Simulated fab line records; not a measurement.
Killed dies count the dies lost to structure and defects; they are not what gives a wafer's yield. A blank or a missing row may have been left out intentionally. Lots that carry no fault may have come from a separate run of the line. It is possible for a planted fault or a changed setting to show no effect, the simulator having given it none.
fab line records + flow sfqLine
record:
- lots: 5
- wafers: 15
- lastDay: 80
route steps=325 shown M3@126 I3@133
lots that met no fault: from a run of the same line without faults
startH: hours from the record's first day to the start of the lot's first wafer shown + waitH: hours from the lot's prior step to this one + " unchanged from the row above + L1.1+2: several wafers, shown together as one row + - value missing, or start not given + * or withheld: withheld + < > ~ a bound
route shown NAME@n: names a module that has steps shown in the file, with the first one's number in the route + usual: average and standard deviation across the fault-free wafers + same: alike in all rows + chamber/n: place in a boat + sites: per-site readings + _std_site: how widely they spread, as a standard deviation + _edge_site: inner sites' mean taken away from outer sites' mean + radiusMm: for every site, how far away it sits from the centre of the wafer + mask NAME#n: copy n + behind: the most recent tool/chamber to have shaped the wafer + hold: reason for holding the lot/hours on hold/outcome of the hold + device: transistor that didn't switch, given as n, p or np + end of line: the route-end tests of the same wafers + step lacking rows: just its recipe + killed: at the first sort, the dies lost to defects and structure; wafer yield is something else + map: dies across one wafer; x = killed, . = not, _ = none there
set.NAME: the run value of the setting; set.NAME@STEP: its run value at that earlier step + model.NAME: the simulator's own value behind a step, which no gauge read
a table for each step, a row for each wafer; lots at some steps of the route
services: a tool's chamber out of use, with start hour (startH, from the record's first day; less than 0 if before it), hours out, and reason
== steps ==
step: SFQ_TRILAYER_M3_LITHO_PEB_078
recipe:
- pebTempC: 115
- pebTimeS: 60
- resist: KrF
step: SFQ_TRILAYER_M3_LITHO_DEVELOP_077
recipe:
- timeS: 60
- resist: KrF
step: SFQ_M3_OVL_MEAS_921
usual:
- M3_OVL: 2/5.2
| lot.wafer | tool       | chamber | startH  | waitH | M3_OVL[nm] |
|-----------|------------|---------|---------|-------|------------|
| L556.1    | overlay-01 | -       | 772.04  | 0.1   | 2          |
| L556.4    | "          | -       | "       | "     | -1         |
| L556.5    | "          | -       | "       | "     | -5         |
| L560.2    | overlay-01 | -       | 826.29  | 0.1   | 1          |
| L560.5    | "          | -       | "       | "     | -1         |
| L560.6    | "          | -       | "       | "     | 2          |
| L573.3    | overlay-01 | -       | 1188.77 | 0.1   | 0          |
| L573.4    | "          | -       | "       | "     | -6         |
| L573.6    | "          | -       | "       | "     | -5         |
| L575.3    | overlay-01 | -       | 1197.17 | 0.1   | 0          |
| L575.4    | "          | -       | "       | "     | -11        |
| L575.5    | "          | -       | "       | "     | 2          |
| L576.1    | overlay-01 | -       | 1226.65 | 0.1   | 3          |
| L576.3    | "          | -       | "       | "     | 0          |
| L576.4    | "          | -       | "       | "     | -4         |
step: SFQ_TRILAYER_M3_BARC_OPEN_METAL_ETCH_100
recipe:
- maskMaterial: PR
- chemistry: O2
- targetDepthNm: 125
- target: BARC
- icpW: 600
- biasW: 80
- pressureMtorr: 10
- timeS: 41.7
usual:
- drypumpMotorCurrentA: 5.6/0.6
- oesProductAu: 0.685/0.0043
| lot.wafer | tool        | chamber | startH  | waitH | drypumpMotorCurrentA | oesProductAu | rfHoursCounterH |
|-----------|-------------|---------|---------|-------|----------------------|--------------|-----------------|
| L556.1    | rieMetal-04 | 0       | 772.08  | 0.0   | 5.7                  | 0.689        | 45              |
| L556.4    | "           | 0       | "       | "     | 5.7                  | 0.682        | -               |
| L556.5    | "           | 1       | "       | "     | 4.8                  | 0.686        | -               |
| L560.2    | rieMetal-01 | 0       | 826.32  | 0.0   | 5.3                  | 0.695        | 21              |
| L560.5    | "           | 1       | "       | "     | 6.3                  | 0.685        | -               |
| L560.6    | "           | 0       | "       | "     | 5.3                  | 0.686        | -               |
| L573.3    | rieMetal-02 | 1       | 1188.81 | 0.0   | 6.3                  | 0.684        | -               |
| L573.4    | "           | 0       | "       | "     | 6.5                  | 0.692        | -               |
| L573.6    | "           | 1       | "       | "     | 6.3                  | 0.688        | -               |
| L575.3    | rieMetal-04 | 0       | 1197.21 | 0.0   | 5.6                  | 0.689        | -               |
| L575.4    | "           | 1       | "       | "     | 4.8                  | 0.688        | -               |
| L575.5    | "           | 0       | "       | "     | 5.6                  | 0.684        | -               |
| L576.1    | rieMetal-04 | 1       | 1226.69 | 0.0   | 4.7                  | 0.691        | 102             |
| L576.3    | "           | 1       | "       | "     | 4.7                  | 0.682        | -               |
| L576.4    | "           | 0       | "       | "     | 5.7                  | 0.683        | -               |
step: SFQ_TRILAYER_M3_ETCH_METAL_ETCH_078
recipe:
- target: Nb
- stopOn: SiO2
- maskMaterial: PR
- chemistry: Cl2/Ar
- targetDepthNm: 240
- icpW: 600
- biasW: 80
- pressureMtorr: 10
- timeS: 120
step: SFQ_TRILAYER_M3_STRIP_STRIP_079
recipe:
- gas: O2
- powerW: 200
- platenTempC: 40
- overashFraction: 0.65
- chemistry: O2
- pressureMtorr: 50
usual:
- drypumpMotorCurrentA: 5.6/0.6
- oesProductAu: 1.001/0.0074
| lot.wafer | tool        | chamber | startH  | waitH | drypumpMotorCurrentA | oesProductAu | rfHoursCounterH |
|-----------|-------------|---------|---------|-------|----------------------|--------------|-----------------|
| L556.1    | rieMetal-04 | 0       | 772.26  | 0.1   | 5.7                  | 1.003        | 46              |
| L556.4    | "           | 0       | "       | "     | 5.6                  | 0.995        | -               |
| L556.5    | "           | 1       | "       | "     | 4.7                  | 1.011        | -               |
| L560.2    | rieMetal-01 | 0       | 826.50  | 0.1   | 5.3                  | 1.009        | 21              |
| L560.5    | "           | 1       | "       | "     | 6.3                  | 1.004        | -               |
| L560.6    | "           | 0       | "       | "     | 5.3                  | 0.998        | -               |
| L573.3    | rieMetal-02 | 1       | 1189.17 | 0.2   | 6.3                  | 0.997        | -               |
| L573.4    | "           | 0       | "       | "     | 6.5                  | 1.010        | -               |
| L573.6    | "           | 1       | "       | "     | 6.3                  | 1.000        | -               |
| L575.3    | rieMetal-04 | 0       | 1197.57 | 0.2   | 5.7                  | 0.983        | -               |
| L575.4    | "           | 1       | "       | "     | 4.8                  | 1.004        | -               |
| L575.5    | "           | 0       | "       | "     | 5.7                  | 0.994        | -               |
| L576.1    | rieMetal-04 | 1       | 1226.87 | 0.1   | 4.8                  | 1.010        | 102             |
| L576.3    | "           | 1       | "       | "     | 4.7                  | 1.011        | -               |
| L576.4    | "           | 0       | "       | "     | 5.6                  | 0.994        | -               |
step: SFQ_TRILAYER_M3_STRIP_SOLV_CLEAN_080
recipe:
- chemistry: NMP
- tempC: 70
- timeS: 600
step: SFQ_TRILAYER_I3_DEP_PECVD_081
recipe:
- material: SiO2
- tempC: 150
- timeS: 111.11
- pressureTorr: 2.4
- rfW: 183.3
- precursor: SiH4/N2O
- targetThkNm: 500
usual:
- heaterPowerW: 84/15
- throttleValvePct: 23.9/0.89
| lot.wafer | tool     | chamber | startH  | waitH | heaterPowerW | throttleValvePct |
|-----------|----------|---------|---------|-------|--------------|------------------|
| L556.1    | pecvd-04 | 0       | 773.04  | 0.0   | 77           | 23.5             |
| L556.4    | "        | 0       | "       | "     | 78           | 23.7             |
| L556.5    | "        | 2       | "       | "     | 90           | 25.5             |
| L560.2    | pecvd-04 | 1       | 827.28  | 0.0   | 92           | 24.3             |
| L560.5    | "        | 0       | "       | "     | 69           | 24.1             |
| L560.6    | "        | 1       | "       | "     | 94           | 24.3             |
| L573.3    | pecvd-01 | 1       | 1189.75 | 0.0   | 95           | 23.6             |
| L573.4    | "        | 0       | "       | "     | 86           | 23.4             |
| L573.6    | "        | 2       | "       | "     | 71           | 24.1             |
| L575.3    | pecvd-03 | 0       | 1198.19 | 0.0   | 71           | 24.1             |
| L575.4    | "        | 2       | "       | "     | 62           | 22.4             |
| L575.5    | "        | 2       | "       | "     | 62           | 22.5             |
| L576.1    | pecvd-01 | 1       | 1227.65 | 0.0   | 110          | 23.6             |
| L576.3    | "        | 2       | "       | "     | 80           | 24.6             |
| L576.4    | "        | 2       | "       | "     | 82           | 24.2             |
step: SFQ_TRILAYER_I3_CMP_CMP_082
recipe:
- material: SiO2
- downForcePsi: 3
- platenRpm: 60
- padVelocityMS: 0.94248
usual:
- edgeZonePressureFrac: 1.000/0.0054
- motorCurrentA: 10.2/0.91
- retainingRingPressureFrac: 1.000/0.0051
- slurryFlowMlMin: 150.0/0.47
- timeToEndpointS: 216/7.3
| lot.wafer | tool   | chamber | startH  | waitH | edgeZonePressureFrac | motorCurrentA | retainingRingPressureFrac | slurryFlowMlMin | timeToEndpointS |
|-----------|--------|---------|---------|-------|----------------------|---------------|---------------------------|-----------------|-----------------|
| L556.1    | cmp-02 | 1       | 776.77  | 3.7   | 1.002                | 10.2          | 1.004                     | 150.4           | 225             |
| L556.4    | "      | 2       | "       | "     | 0.989                | 11.1          | 1.000                     | 150.2           | 213             |
| L556.5    | "      | 1       | 778.77  | 5.6   | 0.998                | 10.1          | 1.002                     | 150.9           | 220             |
| L560.2    | cmp-01 | 1       | 835.56  | 8.2   | 1.003                | 9.4           | 1.002                     | 149.2           | 209             |
| L560.6    | "      | 2       | "       | "     | 0.990                | 11.3          | 1.005                     | 149.5           | 217             |
| L560.5    | "      | 3       | "       | "     | 0.999                | 9.6           | 1.006                     | 149.9           | 219             |
| L573.4    | cmp-01 | 3       | 1196.81 | 7.0   | 0.993                | 9.2           | 1.005                     | 149.6           | 233             |
| L573.3    | "      | 0       | "       | "     | 1.006                | 10.3          | 0.999                     | 149.3           | 211             |
| L573.6    | "      | 3       | 1198.81 | 9.0   | 0.995                | 9.2           | 1.000                     | 150.1           | 215             |
| L575.4    | cmp-01 | 1       | 1208.81 | 10.6  | 1.006                | 8.9           | 0.994                     | 150.1           | 217             |
| L575.3    | "      | 0       | 1210.31 | 12.1  | 0.999                | 10.4          | 0.996                     | 151.0           | 216             |
| L575.5    | "      | 1       | "       | "     | 1.006                | 8.3           | 0.995                     | 150.2           | 208             |
| L576.3    | cmp-02 | 3       | 1233.04 | 5.4   | 0.989                | 10.4          | 1.002                     | 149.7           | 201             |
| L576.4    | "      | 0       | "       | "     | 1.003                | 11.1          | 1.003                     | 150.1           | 217             |
| L576.1    | "      | 1       | "       | "     | 1.000                | 9.5           | 0.998                     | 150.4           | 221             |
step: SFQ_I3_BOW_MEAS_922
recipe:
- mode: bow
usual:
- I3_BOW: 5/9.7
| lot.wafer | tool         | chamber | startH  | waitH | I3_BOW[um] |
|-----------|--------------|---------|---------|-------|------------|
| L556.1    | filmMetro-03 | -       | 779.77  | 2.5   | -10        |
| L556.4    | "            | -       | "       | "     | 10         |
| L556.5    | "            | -       | "       | "     | -4         |
| L560.2    | filmMetro-01 | -       | 837.08  | 1.0   | -7         |
| L560.5    | "            | -       | "       | "     | -12        |
| L560.6    | "            | -       | "       | "     | 5          |
| L573.3    | filmMetro-02 | -       | 1199.85 | 2.0   | 14         |
| L573.4    | "            | -       | "       | "     | 18         |
| L573.6    | "            | -       | "       | "     | 5          |
| L575.3    | filmMetro-02 | -       | 1211.85 | 1.0   | 9          |
| L575.4    | "            | -       | "       | "     | -7         |
| L575.5    | "            | -       | "       | "     | -4         |
| L576.1    | filmMetro-03 | -       | 1236.04 | 1.5   | 1          |
| L576.3    | "            | -       | "       | "     | 0          |
| L576.4    | "            | -       | "       | "     | 13         |
step: SFQ_TRILAYER_I3_METRO_MEASURE_083
step: SFQ_TRILAYER_I3_VIA_LITHO_COAT_090
recipe:
- resist: BARC
- spinRpm: 3000
- resistThkNm: 62
step: SFQ_TRILAYER_I3_VIA_LITHO_COAT_085
recipe:
- resist: KrF
- spinRpm: 3000
- resistThkNm: 650
| lot.wafer | tool          | chamber | startH  | waitH | model.KrF_of_TRILAYER_I3_VIA_LITHO_COAT_085.thkNm |
|-----------|---------------|---------|---------|-------|---------------------------------------------------|
| L556.1    | lithoTrack-01 | 0       | 781.39  | 0.2   | 649.6                                             |
| L556.4    | "             | 0       | "       | "     | 650                                               |
| L556.5    | "             | 0       | "       | "     | 649.2                                             |
| L560.2    | lithoTrack-02 | 0       | 838.73  | 0.2   | 651.9                                             |
| L560.5    | "             | 0       | "       | "     | 651.4                                             |
| L560.6    | "             | 0       | "       | "     | 650.4                                             |
| L573.3    | lithoTrack-02 | 0       | 1201.53 | 0.2   | 619.6                                             |
| L573.4    | "             | 0       | "       | "     | 650.7                                             |
| L573.6    | "             | 0       | "       | "     | 649.3                                             |
| L575.3    | lithoTrack-01 | 0       | 1213.65 | 0.2   | 649.4                                             |
| L575.4    | "             | 0       | "       | "     | 650.4                                             |
| L575.5    | "             | 0       | "       | "     | 650.6                                             |
| L576.1    | lithoTrack-01 | 0       | 1237.66 | 0.2   | 651.4                                             |
| L576.3    | "             | 0       | "       | "     | 650.2                                             |
| L576.4    | "             | 0       | "       | "     | 650.4                                             |
step: SFQ_TRILAYER_I3_VIA_LITHO_SOFTBAKE_089
recipe:
- tempC: withheld
- timeS: withheld
- resist: KrF
step: SFQ_TRILAYER_I3_VIA_LITHO_EXPOSE_086
recipe:
- maskId: I3
- na: 0.6
- sourceShape: conventional
- sigmaOuter: 0.65
- targetCdNm: 500
- doseMj: 21.3
step: SFQ_TRILAYER_I3_VIA_LITHO_PEB_088
recipe:
- pebTempC: 115
- pebTimeS: 60
- resist: KrF
step: SFQ_TRILAYER_I3_VIA_LITHO_DEVELOP_087
recipe:
- timeS: 60
- resist: KrF
step: SFQ_I3_OVL_MEAS_923
usual:
- I3_OVL: 3/4.9
| lot.wafer | tool       | chamber | startH  | waitH | I3_OVL[nm] |
|-----------|------------|---------|---------|-------|------------|
| L556.1    | overlay-01 | -       | 919.65  | 0.1   | 1          |
| L556.4    | "          | -       | "       | "     | -2         |
| L556.5    | "          | -       | "       | "     | 0          |
| L560.2    | overlay-02 | -       | 981.16  | 0.1   | 6          |
| L560.5    | "          | -       | "       | "     | 9          |
| L560.6    | "          | -       | "       | "     | 6          |
| L573.3    | overlay-01 | -       | 1213.26 | 0.1   | 6          |
| L573.4    | "          | -       | "       | "     | 5          |
| L573.6    | "          | -       | "       | "     | 5          |
| L575.3    | overlay-02 | -       | 1219.26 | 0.1   | 2          |
| L575.4    | "          | -       | "       | "     | 7          |
| L575.5    | "          | -       | "       | "     | 1          |
| L576.1    | overlay-01 | -       | 1240.70 | 0.1   | -7         |
| L576.3    | "          | -       | "       | "     | -12        |
| L576.4    | "          | -       | "       | "     | -8         |
step: SFQ_TRILAYER_I3_VIA_BARC_OPEN_VIA_ETCH_121
recipe:
- maskMaterial: PR
- chemistry: O2
- targetDepthNm: 125
- target: BARC
- sourceW: 500
- biasW: 80
- pressureMtorr: 30
- timeS: 41.7
usual:
- drypumpMotorCurrentA: 5.8/0.52
- oesProductAu: 0.685/0.0049
| lot.wafer | tool       | chamber | startH  | waitH | drypumpMotorCurrentA | oesProductAu | rfHoursCounterH |
|-----------|------------|---------|---------|-------|----------------------|--------------|-----------------|
| L556.1    | rieDiel-04 | 2       | 919.69  | 0.0   | 4.9                  | 0.687        | 18              |
| L556.4    | "          | 0       | "       | "     | 5.0                  | 0.670        | 0               |
| L556.5    | "          | 0       | "       | "     | 5.0                  | 0.686        | -               |
| L560.2    | rieDiel-02 | 1       | 981.19  | 0.0   | 5.5                  | 0.698        | 6               |
| L560.5    | "          | 1       | "       | "     | 5.5                  | 0.687        | -               |
| L560.6    | "          | 2       | "       | "     | 6.1                  | 0.682        | -               |
| L573.3    | rieDiel-01 | 0       | 1213.28 | 0.0   | 6.6                  | 0.688        | 11              |
| L573.4    | "          | 3       | "       | "     | 6.1                  | 0.684        | -               |
| L573.6    | "          | 1       | "       | "     | 6.1                  | 0.689        | -               |
| L575.3    | rieDiel-02 | 3       | 1219.28 | 0.0   | 5.2                  | 0.683        | 12              |
| L575.4    | "          | 2       | "       | "     | 6.1                  | 0.690        | 14              |
| L575.5    | "          | 1       | "       | "     | 5.5                  | 0.688        | -               |
| L576.1    | rieDiel-01 | 1       | 1240.74 | 0.0   | 6.2                  | 0.688        | 5               |
| L576.3    | "          | 3       | "       | "     | 6.1                  | 0.692        | 3               |
| L576.4    | "          | 0       | "       | "     | 6.6                  | 0.679        | 11              |
step: SFQ_TRILAYER_I3_VIA_ETCH_VIA_ETCH_088
recipe:
- target: SiO2
- stopOn: Nb
- maskMaterial: PR
- taperDeg: 20
- chemistry: CHF3
- targetDepthNm: 260
- sourceW: 500
- biasW: 80
- pressureMtorr: 30
- timeS: withheld
usual:
- drypumpMotorCurrentA: 5.8/0.52
- oesProductAu: 0.855/0.0051
| lot.wafer | tool       | chamber | startH  | waitH | drypumpMotorCurrentA | oesProductAu | model.KrF_of_TRILAYER_I3_VIA_LITHO_COAT_085.thkNm |
|-----------|------------|---------|---------|-------|----------------------|--------------|---------------------------------------------------|
| L556.1    | rieDiel-04 | 2       | 919.73  | 0.0   | 4.9                  | 0.867        | 526.2                                             |
| L556.4    | "          | 0       | "       | "     | 5.0                  | 0.848        | 531.2                                             |
| L556.5    | "          | 0       | "       | "     | 5.0                  | 0.859        | 530.4                                             |
| L560.2    | rieDiel-02 | 1       | 981.23  | 0.0   | 5.5                  | 0.855        | 530.9                                             |
| L560.5    | "          | 1       | "       | "     | 5.5                  | 0.857        | 529.9                                             |
| L560.6    | "          | 2       | "       | "     | 6.1                  | 0.859        | 529.3                                             |
| L573.3    | rieDiel-01 | 0       | 1213.32 | 0.0   | 6.6                  | 0.842        | 498.1                                             |
| L573.4    | "          | 3       | "       | "     | 6.0                  | 0.853        | 526.3                                             |
| L573.6    | "          | 1       | "       | "     | 6.2                  | 0.866        | 527.4                                             |
| L575.3    | rieDiel-02 | 3       | 1219.32 | 0.0   | 5.2                  | 0.862        | 529.9                                             |
| L575.4    | "          | 2       | "       | "     | 6.1                  | 0.859        | 527.8                                             |
| L575.5    | "          | 1       | "       | "     | 5.5                  | 0.853        | 527.4                                             |
| L576.1    | rieDiel-01 | 1       | 1240.78 | 0.0   | 6.2                  | 0.855        | 529.2                                             |
| L576.3    | "          | 3       | "       | "     | 6.0                  | 0.854        | 526.5                                             |
| L576.4    | "          | 0       | "       | "     | 6.6                  | 0.857        | 529                                               |
step: SFQ_TRILAYER_I3_VIA_STRIP_STRIP_089
recipe:
- gas: O2
- powerW: 200
- platenTempC: 40
- overashFraction: 0.65
- chemistry: O2
- pressureMtorr: 50
== services ==
| tool        | chamber | startH  | hours | kind   |
|-------------|---------|---------|-------|--------|
| rieMetal-04 | -       | 766.93  | 1.4   | pm     |
| rieMetal-04 | 1       | 781.08  | 20.5  | repair |
| cmp-01      | -       | 807.65  | 2.4   | repair |
| cmp-01      | -       | 838.18  | 0.9   | repair |
| rieDiel-01  | 3       | 847.87  | 3.9   | repair |
| cmp-01      | -       | 860.71  | 26.9  | repair |
| cmp-01      | -       | 865.68  | 0.7   | repair |
| cmp-01      | -       | 883.87  | 0.8   | repair |
| rieDiel-01  | 0       | 885.78  | 7.8   | repair |
| cmp-01      | -       | 887.57  | 6.6   | pm     |
| cmp-01      | -       | 894.14  | 18.0  | pm     |
| rieDiel-02  | 1       | 914.89  | 3.5   | repair |
| rieDiel-02  | 2       | 1018.76 | 5.7   | repair |
| rieDiel-02  | -       | 1077.25 | 11.5  | repair |
| rieDiel-02  | 3       | 1078.46 | 5.1   | repair |
| rieDiel-01  | 2       | 1092.80 | 5.0   | repair |
| rieDiel-01  | 0       | 1100.63 | 6.8   | repair |
| rieDiel-02  | -       | 1108.38 | 2.8   | pm     |
| rieMetal-04 | -       | 1163.46 | 0.1   | repair |
| rieMetal-04 | 0       | 1166.88 | 22.6  | repair |
| rieDiel-01  | 1       | 1168.79 | 8.4   | repair |
| rieDiel-02  | 1       | 1174.86 | 12.2  | repair |
| rieDiel-01  | 0       | 1184.80 | 3.6   | repair |
| rieDiel-01  | 2       | 1206.30 | 7.5   | repair |
== key ==
firstSign none at tools or gauges
modelEffect:
- step: SFQ_TRILAYER_I3_VIA_LITHO_COAT_085
- value: KrF_of_TRILAYER_I3_VIA_LITHO_COAT_085.thkNm
- without: 648
- struck: 619.6
modelEffect:
- step: SFQ_TRILAYER_I3_VIA_ETCH_VIA_ETCH_088
- value: KrF_of_TRILAYER_I3_VIA_LITHO_COAT_085.thkNm
- without: 526.5
- struck: 498.1
metAt SFQ_TRILAYER_I3_VIA_LITHO_COAT_085
struckWafers L573.3
onsetBetween 838.73 1201.53
fault:
- kind: processParameterDrift
- tool: lithoTrack-02
- chamber: -
- onsetH: 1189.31
- steps: SFQ_TRILAYER_I3_VIA_LITHO_COAT_085
- channel: resistThkNm
- offset: -28.524
- shape: step
- endH: 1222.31
- scope: struckWafersOnly
- actsIn: theseRecipesOnly
- stated: 650
